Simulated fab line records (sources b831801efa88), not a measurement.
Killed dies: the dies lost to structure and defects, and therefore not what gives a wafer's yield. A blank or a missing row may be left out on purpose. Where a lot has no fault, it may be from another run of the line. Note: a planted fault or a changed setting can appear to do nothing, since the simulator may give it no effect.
fab line records | flow sky130
record lots=6 wafers=18 lastDay=50
route steps=708 shown METAL3@561 VIA3@573
lots that met no fault: from a run of the same line without faults
startH: hours from the record's opening day to when the first of the lot's shown wafers began | waitH: time in hours since the lot's previous step | " as in the row above | L1.1+2: several wafers, shown together as one row | - no value, or no start given | * or withheld: withheld | < > ~ a bound
route shown NAME@n: NAME is a module with steps in the file, n the number in the route of the first one | usual: the fault-free wafers' mean and standard deviation | same: alike in all rows | chamber/n: place in a boat | sites: per-site readings | _std_site: the values' standard deviation | _edge_site: the outer-site mean with the inner-site mean subtracted | radiusMm: how far each site lies from the wafer's centre | mask NAME#n: copy n | behind: the most recent tool/chamber to have shaped the wafer | hold: cause of the lot's hold/its duration in hours/its outcome | device: names the non-switching transistor (n, p or np) | end of line: the route-end tests of the same wafers | a step without rows: its recipe alone | killed: dies that structure and defects cost at the first sort, which is not the same as the wafer's yield | map: the dies of a wafer, with x for killed, . for not killed, _ for no die there
set.NAME: the setting that was run; set.NAME@STEP: the one run at that earlier step | model.NAME: the simulator's own value behind a step, which no gauge read
certain route steps with their lots: each step a table, each wafer a row
services: when a tool's chamber went out of use (startH, in hours from the record's first day, below 0 if earlier), for how many hours, and the reason
## steps
# step SKY_METAL3_PEB_11
# recipe pebTempC=withheld pebTimeS=withheld resist=KrF-thick
# step SKY_METAL3_DEVELOP_12
# recipe developTimeS=60 resist=KrF-thick devTempC=21
# step SKY_METAL3_CD_MEAS_13
# recipe targetCdNm=300
# usual cdNm=299.7/1.5
# columns lot.wafer tool chamber startH waitH cdNm
L966.2 cdSem-01 - 941.50 - 300.6
L966.3 " - " " 298.8
L966.5 " - " " 299.8
L971.1 cdSem-01 - 986.47 - 300.6
L971.4 " - " " 301.4
L971.5 " - " " 300.6
L977.1 cdSem-02 - 1023.69 - 300.8
L977.2 " - " " 299.0
L977.4 " - " " 301.2
L979.3 cdSem-01 - 1031.88 - 295.9
L979.4 " - " " 298.7
L979.6 " - " " 298.5
L980.2 cdSem-02 - 1033.91 - 299.5
L980.3 " - " " 299.5
L980.4 " - " " 298.4
L985.3 cdSem-02 - 1060.48 - 297.5
L985.5 " - " " 297.0
L985.6 " - " " 297.0
# step SKY_METAL3_OVL_MEAS_14
# usual METAL3_OVL=-2/6
# columns lot.wafer tool chamber startH waitH METAL3_OVL[nm]
L966.2 overlay-01 - 941.61 0.1 3
L966.3 " - " " 8
L966.5 " - " " 3
L971.1 overlay-02 - 986.59 0.1 4
L971.4 " - " " -3
L971.5 " - " " 2
L977.1 overlay-01 - 1023.81 0.1 -2
L977.2 " - " " -5
L977.4 " - " " -5
L979.3 overlay-01 - 1031.97 0.1 0
L979.4 " - " " 2
L979.6 " - " " -1
L980.2 overlay-01 - 1034.01 0.1 6
L980.3 " - " " 0
L980.4 " - " " 8
L985.3 overlay-01 - 1060.57 0.1 -9
L985.5 " - " " -8
L985.6 " - " " -2
# step SKY_METAL3_DESCUM_15
# recipe chemistry=O2 sourcePowerW=150 biasPowerW=0 pressureMtorr=10 tempC=40 timeS=8
# usual chamberPressureMTorr=9.999/0.0094 drypumpMotorCurrentA=5.7/0.61 oesProductAu=0.994/0.012
# columns lot.wafer tool chamber startH waitH chamberPressureMTorr drypumpMotorCurrentA oesProductAu rfHoursCounterH
L966.2 rieMetal-04 1 941.64 0.0 9.998 6.3 0.988 13
L966.3 " 0 " " 9.993 5.5 1.018 -
L966.5 " 0 " " 9.993 5.5 1.011 -
L971.1 rieMetal-01 0 986.63 0.0 9.997 6.5 0.993 4
L971.4 " 1 " " 10.008 5.6 0.989 -
L971.5 " 0 " " 10.005 6.5 0.995 -
L977.1 rieMetal-01 0 1023.84 0.0 10.003 6.5 1.001 6
L977.2 " 1 " " 9.992 5.5 0.999 14
L977.4 " 0 " " 9.981 6.5 0.988 -
L979.3 rieMetal-02 0 1032.00 0.0 9.997 4.7 0.979 -
L979.4 " 1 " " 10.023 5.3 0.990 -
L979.6 " 0 " " 10.011 4.8 0.983 -
L980.2 rieMetal-01 1 1034.04 0.0 9.996 5.6 0.996 14
L980.3 " 0 " " 10.002 6.5 0.987 -
L980.4 " 1 " " 9.986 5.6 1.000 -
L985.3 rieMetal-04 1 1060.60 0.0 9.983 6.3 0.994 -
L985.5 " 0 " " 10.011 5.5 1.019 -
L985.6 " 1 " " 10.003 6.4 0.995 -
# step SKY_METAL3_ETCH_16
# recipe chemistry=N2/H2 target=BARC ionEnergyEv=200 biasW=100 pressureMtorr=30 n2FlowSccm=100 h2FlowSccm=200 icpW=500 stopOn=SiO2 timeS=88.2 targetDepthA=600
# usual chamberPressureMTorr=30.003/0.028 drypumpMotorCurrentA=5.7/0.61 oesProductAu=0.626/0.0042 throttleValvePct=13.205/0.0091
# columns lot.wafer tool chamber startH waitH chamberPressureMTorr drypumpMotorCurrentA oesProductAu rfHoursCounterH throttleValvePct
L966.2 rieMetal-04 1 941.67 0.0 30.037 6.4 0.623 13 13.207
L966.3 " 0 " " 30.017 5.5 0.630 - 13.206
L966.5 " 0 " " 29.972 5.5 0.617 - 13.213
L971.1 rieMetal-01 0 986.66 0.0 30.020 6.5 0.625 4 13.209
L971.4 " 1 " " 30.028 5.6 0.628 - 13.206
L971.5 " 0 " " 30.021 6.5 0.629 - 13.199
L977.1 rieMetal-01 0 1023.87 0.0 29.984 6.5 0.615 6 13.198
L977.2 " 1 " " 30.013 5.5 0.625 14 13.193
L977.4 " 0 " " 30.063 6.5 0.626 - 13.208
L979.3 rieMetal-02 0 1032.06 0.0 30.013 4.8 0.622 - 13.210
L979.4 " 1 " " 30.005 5.3 0.636 - 13.209
L979.6 " 0 " " 29.943 4.7 0.624 - 13.191
L980.2 rieMetal-01 1 1034.07 0.0 29.982 5.6 0.629 14 13.219
L980.3 " 0 " " 29.992 6.5 0.628 - 13.209
L980.4 " 1 " " 29.997 5.6 0.628 - 13.216
L985.3 rieMetal-04 1 1060.66 0.0 30.008 6.3 0.620 - 13.198
L985.5 " 0 " " 30.003 5.5 0.624 - 13.211
L985.6 " 1 " " 30.000 6.4 0.623 - 13.190
# step SKY_METAL3_ETCH_17
# recipe target=SiO2 stopOn=TiN chemistry=C4F8/O2/Ar sourceW=1500 biasW=1200 pressureMtorr=40 c4f8FlowSccm=withheld O2_flow_sccm=6 Ar_flow_sccm=300 timeS=3.9 targetDepthA=150
# usual chamberPressureMTorr=40.00/0.037 oesProductAu=0.756/0.0079
# columns lot.wafer tool chamber startH waitH chamberPressureMTorr oesProductAu
L966.2 rieDiel-02 1 941.77 0.1 39.99 0.752
L966.3 " 3 " " 40.07 0.755
L966.5 " 1 " " 40.03 0.760
L971.1 rieDiel-01 0 986.76 0.1 39.95 0.747
L971.4 " 1 " " 39.99 0.759
L971.5 " 1 " " 40.00 0.761
L977.1 rieDiel-01 2 1023.97 0.1 40.04 0.759
L977.2 " 3 " " 40.01 0.753
L977.4 " 1 " " 39.96 0.763
L979.3 rieDiel-01 0 1032.12 0.0 39.97 0.751
L979.4 " 3 " " 39.96 0.770
L979.6 " 1 " " 40.04 0.744
L980.2 rieDiel-01 3 1034.17 0.1 40.06 0.751
L980.3 " 1 " " 39.98 0.749
L980.4 " 2 " " 40.05 0.755
L985.3 rieDiel-02 0 1060.72 0.0 39.98 0.749
L985.5 " 3 " " 40.06 0.755
L985.6 " 2 " " 40.04 0.757
# step SKY_METAL3_METAL_ETCH_18
# recipe targetDepthA=8450 stopOn=SiO2 overEtchFrac=0.3 timeS=183.1 chemistry=Cl2/BCl3 resistSidewallDeg=88 pressureMtorr=10 icpW=900 biasW=48.5 Cl2_flow_sccm=60 bcl3FlowSccm=30
# step SKY_METAL3_STRIP_19
# recipe chemistry=O2/N2 powerW=1400 pressureMtorr=1500 platenTempC=withheld o2FlowSccm=3000 n2FlowSccm=300 overashFraction=0.5
# step SKY_METAL3_STRIP_20
# recipe chemistry=postEtchResidueRemover timeS=1200 tempC=72.5
# step SKY_METAL3_CLEAN_21
# recipe chemistry=IPA timeS=180 tempC=25
# step SKY_METAL3_CLEAN_22
# recipe chemistry=O3/DIW dry=n2Spin
# step SKY_VIA3_HDPCVD_00
# recipe material=SiO2 targetThkNm=1635 sigmaOpenFrac=0.3 timeS=272.5 tempC=400 sih4FlowSccm=60 pressureMtorr=6
# columns lot.wafer tool chamber startH waitH
L966.2+3+5 hdpcvd-01 1,0,1 942.56 0.0
L971.1+4+5 hdpcvd-01 2,0,1 987.55 0.0
L977.1+2+4 hdpcvd-01 0,2,0 1024.79 0.0
L979.3+4+6 hdpcvd-01 0,2,0 1032.91 0.0
L980.2+3+4 hdpcvd-02 1,0,2 1034.96 0.0
L985.3+5+6 hdpcvd-02 2,0,2 1061.51 0.0
# step SKY_VIA3_THK_MEAS_01
# recipe reads=SiO2_of_VIA3_HDPCVD_00
# usual VIA3_HDPCVD_THK=1627/23
# columns lot.wafer tool chamber startH waitH VIA3_HDPCVD_THK[nm]
L966.2 filmMetro-02 - 942.74 0.1 1588
L966.3 " - " " 1626
L966.5 " - " " 1595
L971.1 filmMetro-04 - 987.71 0.1 1578
L971.4 " - " " 1620
L971.5 " - " " 1625
L977.1 filmMetro-03 - 1024.96 0.1 1634
L977.2 " - " " 1315
L977.4 " - " " 1619
L979.3 filmMetro-03 - 1033.10 0.1 1638
L979.4 " - " " 1312
L979.6 " - " " 1637
L980.2 filmMetro-02 - 1035.14 0.1 1648
L980.3 " - " " 1642
L980.4 " - " " 1637
L985.3 filmMetro-02 - 1061.70 0.1 1630
L985.5 " - " " 1651
L985.6 " - " " 1641
# step SKY_VIA3_CMP_02
# recipe material=SiO2 downForcePsi=4 platenRpm=60 padVelocityMS=0.94248
# usual edgeZonePressureFrac=1.000/0.005 motorCurrentA=12.3/1.5
# columns lot.wafer tool chamber startH waitH edgeZonePressureFrac motorCurrentA
L966.2 cmp-02 0 942.89 0.1 0.994 12.4
L966.3 " 1 " " 0.999 14.0
L966.5 " 2 " " 1.002 13.9
L971.4 cmp-02 1 987.82 0.1 0.998 13.6
L971.1 " 3 " " 1.009 13.1
L971.5 " 0 " " 0.995 12.0
L977.2 cmp-01 3 1025.02 0.0 0.999 10.5
L977.4 " 0 " " 1.011 10.0
L977.1 " 2 " " 1.005 13.6
L979.4 cmp-01 0 1033.24 0.1 1.006 10.6
L979.3 " 1 " " 1.000 13.1
L979.6 " 3 " " 1.002 10.6
L980.3 cmp-01 2 1035.55 0.4 1.003 13.3
L980.2 " 3 " " 0.999 9.7
L980.4 " 0 " " 1.001 9.5
L985.3 cmp-01 2 1062.43 0.7 1.000 13.6
L985.5 " 1 " " 1.003 13.1
L985.6 " 2 " " 1.002 13.2
# step SKY_VIA3_BOW_MEAS_03
# recipe mode=bow
# usual VIA3_BOW=79/7.8
# columns lot.wafer tool chamber startH waitH VIA3_BOW[um]
L966.2 filmMetro-02 - 943.11 0.2 78
L966.3 " - " " 78
L966.5 " - " " 91
L971.1 filmMetro-02 - 988.07 0.1 73
L971.4 " - " " 76
L971.5 " - " " 79
L977.1 filmMetro-02 - 1025.32 0.1 82
L977.2 " - " " 76
L977.4 " - " " 84
L979.3 filmMetro-03 - 1033.48 0.1 75
L979.4 " - " " 84
L979.6 " - " " 73
L980.2 filmMetro-03 - 1035.87 0.2 77
L980.3 " - " " 81
L980.4 " - " " 84
L985.3 filmMetro-03 - 1062.72 0.2 76
L985.5 " - " " 72
L985.6 " - " " 69
# step SKY_VIA3_DEHYDRATE_04
# recipe tempC=200 timeS=60
# step SKY_VIA3_HMDS_05
# recipe primeTimeS=60 primeTempC=120
# step SKY_VIA3_COAT_06
# recipe resist=BARC tempC=withheld timeS=withheld spinRpm=3000 resistThkNm=60
# step SKY_VIA3_COAT_07
# recipe resist=KrF-thick spinRpm=3000 resistThkNm=450
# step SKY_VIA3_SOFTBAKE_08
# recipe tempC=100 timeS=90 resist=KrF-thick
# step SKY_VIA3_EXPOSE_09
# recipe maskId=VIM3 na=0.8 sourceShape=annular sigmaInner=0.55 sigmaOuter=0.85 targetCdNm=200 doseMj=38
# step SKY_VIA3_PEB_10
# recipe pebTempC=withheld pebTimeS=withheld resist=KrF-thick
# step SKY_VIA3_DEVELOP_11
# recipe developTimeS=60 resist=KrF-thick devTempC=21
# step SKY_VIA3_CD_MEAS_12
# recipe targetCdNm=200
# usual cdNm=200.0/1.4
# columns lot.wafer tool chamber startH waitH cdNm
L966.2 cdSem-01 - 966.90 - 199.9
L966.3 " - " " 200.2
L966.5 " - " " 200.2
L971.1 cdSem-02 - 1012.28 - 201.1
L971.4 " - " " 199.6
L971.5 " - " " 202.1
L977.1 cdSem-01 - 1047.99 - 200.7
L977.2 " - " " 201.1
L977.4 " - " " 199.4
L979.3 cdSem-02 - 1056.11 - 199.3
L979.4 " - " " 199.7
L979.6 " - " " 199.8
L980.2 cdSem-02 - 1058.15 - 200.5
L980.3 " - " " 200.8
L980.4 " - " " 200.2
L985.3 cdSem-01 - 1084.21 - 199.0
L985.5 " - " " 200.2
L985.6 " - " " 199.5
# step SKY_VIA3_OVL_MEAS_13
# usual VIA3_OVL=0/4.1
# columns lot.wafer tool chamber startH waitH VIA3_OVL[nm]
L966.2 overlay-02 - 967.00 0.1 -5
L966.3 " - " " -12
L966.5 " - " " -3
L971.1 overlay-02 - 1012.40 0.1 3
L971.4 " - " " 3
L971.5 " - " " -1
L977.1 overlay-01 - 1048.11 0.1 -1
L977.2 " - " " -4
L977.4 " - " " -5
L979.3 overlay-02 - 1056.20 0.1 10
L979.4 " - " " 7
L979.6 " - " " 2
L980.2 overlay-01 - 1058.25 0.1 2
L980.3 " - " " 4
L980.4 " - " " 3
L985.3 overlay-01 - 1084.31 0.1 0
L985.5 " - " " 1
L985.6 " - " " -1
# step SKY_VIA3_ETCH_14
# recipe chemistry=N2/H2 target=BARC ionEnergyEv=200 sourceW=500 biasW=100 pressureMtorr=30 n2FlowSccm=100 h2FlowSccm=200 stopOn=SiO2 timeS=45.9 targetDepthA=600
# usual chamberPressureMTorr=30.000/0.029 drypumpMotorCurrentA=5.7/0.6 oesProductAu=0.855/0.0053 throttleValvePct=13.225/0.0093
# columns lot.wafer tool chamber startH waitH chamberPressureMTorr drypumpMotorCurrentA oesProductAu rfHoursCounterH throttleValvePct
L966.2 rieDiel-03 3 967.03 0.0 29.972 5.2 0.860 4 13.228
L966.3 " 2 " " 30.008 5.1 0.850 14 13.213
L966.5 " 0 " " 30.048 6.3 0.859 - 13.229
L971.1 rieDiel-03 1 1012.43 0.0 30.019 5.4 0.860 14 13.233
L971.4 " 3 " " 30.044 5.2 0.864 6 13.234
L971.5 " 0 " " 29.961 6.3 0.866 - 13.231
L977.1 rieDiel-04 1 1048.14 0.0 29.996 6.3 0.843 8 13.224
L977.2 " 2 " " 29.995 5.0 0.860 17 13.221
L977.4 " 3 " " 29.968 5.2 0.856 24 13.228
L979.3 rieDiel-04 0 1056.23 0.0 29.999 5.0 0.862 8 13.211
L979.4 " 2 " " 29.992 5.0 0.859 17 13.236
L979.6 " 0 " " 30.008 5.0 0.856 - 13.227
L980.2 rieDiel-02 3 1058.28 0.0 29.990 6.8 0.856 20 13.235
L980.3 " 0 " " 29.982 6.3 0.857 21 13.217
L980.4 " 1 " " 29.962 5.6 0.855 16 13.232
L985.3 rieDiel-02 0 1084.33 0.0 29.996 6.3 0.848 23 13.234
L985.5 " 0 " " 30.002 6.3 0.863 - 13.235
L985.6 " 3 " " 29.992 6.8 0.852 - 13.226
# step SKY_VIA3_ETCH_15
# recipe target=SiO2 chemistry=C4F8/O2/Ar targetDepthNm=507 stopOn=TiN maskMaterial=KrF-thick sourceW=1500 biasW=1200 pressureMtorr=40 c4f8FlowSccm=withheld O2_flow_sccm=6 Ar_flow_sccm=300 timeS=78
# usual chamberPressureMTorr=40.00/0.035 oesProductAu=0.946/0.0046
# columns lot.wafer tool chamber startH waitH chamberPressureMTorr oesProductAu rfHoursCounterH
L966.2 rieDiel-03 3 967.07 0.0 40.01 0.943 4
L966.3 " 2 " " 40.04 0.947 14
L966.5 " 0 " " 39.98 0.944 -
L971.1 rieDiel-03 1 1012.47 0.0 40.03 0.938 14
L971.4 " 3 " " 40.05 0.948 6
L971.5 " 0 " " 40.02 0.951 -
L977.1 rieDiel-04 1 1048.19 0.0 39.96 0.941 8
L977.2 " 2 " " 40.04 0.726 17
L977.4 " 3 " " 40.04 0.947 24
L979.3 rieDiel-04 0 1056.27 0.0 39.98 0.954 9
L979.4 " 2 " " 40.00 0.716 17
L979.6 " 0 " " 39.98 0.950 -
L980.2 rieDiel-02 3 1058.32 0.0 39.99 0.939 20
L980.3 " 0 " " 39.99 0.954 21
L980.4 " 1 " " 39.97 0.944 16
L985.3 rieDiel-02 0 1084.37 0.0 39.97 0.947 23
L985.5 " 0 " " 39.99 0.950 -
L985.6 " 3 " " 40.02 0.946 -
# step SKY_VIA3_STRIP_16
# recipe chemistry=O2/N2 powerW=1400 pressureMtorr=1500 platenTempC=withheld o2FlowSccm=3000 n2FlowSccm=300 overashFraction=0.5
## services
# columns tool chamber startH hours kind
rieDiel-04 0 917.82 4.9 repair
hdpcvd-01 1 925.73 15.4 repair
rieDiel-02 - 926.02 0.2 repair
rieMetal-04 0 931.60 5.4 repair
rieDiel-01 1 931.66 3.2 repair
rieDiel-03 3 937.78 2.5 repair
rieDiel-03 0 942.42 5.4 repair
cmp-01 - 949.93 0.9 repair
cmp-01 - 958.95 3.0 pm
rieDiel-04 - 958.96 8.2 repair
rieMetal-01 0 962.19 2.8 repair
cmp-01 - 962.74 0.7 repair
cmp-01 - 967.68 1.0 repair
rieDiel-02 - 969.67 2.8 pm
rieMetal-01 - 972.54 1.4 repair
rieDiel-03 0 975.41 4.7 repair
rieDiel-04 - 980.94 0.4 repair
rieDiel-02 2 991.44 12.5 repair
rieDiel-01 - 992.18 2.8 pm
rieDiel-04 - 997.98 0.2 repair
cmp-01 - 1001.59 17.6 pm
rieDiel-04 0 1036.99 5.0 repair
rieDiel-02 3 1065.46 10.1 repair
rieMetal-01 - 1069.96 14.6 pm
## key
firstSign step=SKY_VIA3_THK_MEAS_01 reading=VIA3_HDPCVD_THK direction=down sigmas=14 usual=1627 struck=1313
effect step=SKY_VIA3_ETCH_15 reading=oesProductAu direction=down sigmas=49 usual=0.946 struck=0.721
metAt SKY_VIA3_HDPCVD_00
struckWafers L977.2,L979.4
sortLeftOut L977.2,L979.4
onsetBetween 987.55 1024.79
fault kind=siteProfileDrift tool=hdpcvd-01 chamber=2 onsetH=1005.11 steps=SKY_VIA3_HDPCVD_00 basis=fraction maxAbsDrift=0.41342 slopeSharePerHr=91.871 sitePattern=0,0,0,0,0,-1,-1,-1,-1
# sortLeftOut: the simulated sort isn't trusted on such a fault, so these wafers' sort isn't shown, and their yield isn't known
